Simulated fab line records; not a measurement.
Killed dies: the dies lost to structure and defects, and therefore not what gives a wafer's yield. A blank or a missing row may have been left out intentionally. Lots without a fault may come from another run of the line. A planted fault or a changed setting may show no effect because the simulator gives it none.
2 desks looking at one fault :: flow sky130 :: each desk has only its own numbers; what lay behind them comes last

TOOL OWNER'S DESK, pecvd-04
The tool's own readings at SKY_CAPM_CVD_00 (deposits SiO2, target thk 15.5 nm): means of the sampled wafers that have a number, for each lot that ran on this tool. A lot is out of limits, marked OUT, if its mean lies more than 4 standard deviations from the usual mean; the brackets give that distance.
Columns: A = heaterPowerW at SKY_CAPM_CVD_00, usual 703 W
lot: L285
first seen here: day 38 14:41
A: 750

lot: L297
first seen here: day 42 11:17
A: 638

lot: L295
first seen here: day 42 14:52
A: 650
This desk's finding: nothing out of limits on any of the 3 lots.

THE METROLOGY DESK
Lot by lot, what the gauges showed, no matter which tool ran the lot: averages of those sampled wafers that carry a number. A lot is out of limits, marked OUT, if its mean lies more than 4 standard deviations from the usual mean; the brackets give that distance. Readings shown: 7 of its 8, picked as those furthest out on some lot.
Columns: A = VIA2_W_RS at SKY_VIA2_RS_MEAS_22, usual 0.2747 ohm/sq; B = VIA2_W_THK at SKY_VIA2_THK_MEAS_23, usual 400 nm; C = CAPM_CVD_00_THK at SKY_CAPM_THK_MEAS_01, usual 15.60 nm; D = CAPM_TIN_THK at SKY_CAPM_THK_MEAS_04, usual 201.4 nm; E = CAPM_OVL at SKY_CAPM_OVL_MEAS_12, usual 0.7 nm; F = cdNm at SKY_METAL3_CD_MEAS_13, usual 299.8 nm; G = METAL3_OVL at SKY_METAL3_OVL_MEAS_14, usual -3 nm
lot: L285
first seen here: day 38 14:04
A: 0.2724
B: 405
C: 15.54
D: 198.5
E: -1.1
F: 299.2
G: -8

lot: L284
first seen here: day 38 17:04
A: 0.2754
B: 400
C: 15.45
D: 205.4
E: 0.7
F: 300.2
G: -5

lot: L297
first seen here: day 42 10:39
A: 0.2755
B: 394
C: 15.99
D: 201.2
E: 2.2
F: 301.0
G: -8

lot: L295
first seen here: day 42 14:14
A: 0.2752
B: 402
C: 15.39
D: 199.2
E: 0.5
F: 297.5
G: -7

lot: L299
first seen here: day 43 01:10
A: 0.2713
B: 407
C: 15.53
D: 199.7
E: -0.9
F: 300.9
G: -6

lot: L300
first seen here: day 43 08:48
A: 0.2767
B: 391
C: 15.39
D: 201.7
E: -0.9
F: 298.0
G: -4
This desk's finding: nothing out of limits on any of the 6 lots.

TAKEN TOGETHER
The desk of the tool owner found nothing out of limits.
Metrology desk: nothing out of limits seen.

WHAT HAD BEEN PUT IN BY THE SIMULATOR
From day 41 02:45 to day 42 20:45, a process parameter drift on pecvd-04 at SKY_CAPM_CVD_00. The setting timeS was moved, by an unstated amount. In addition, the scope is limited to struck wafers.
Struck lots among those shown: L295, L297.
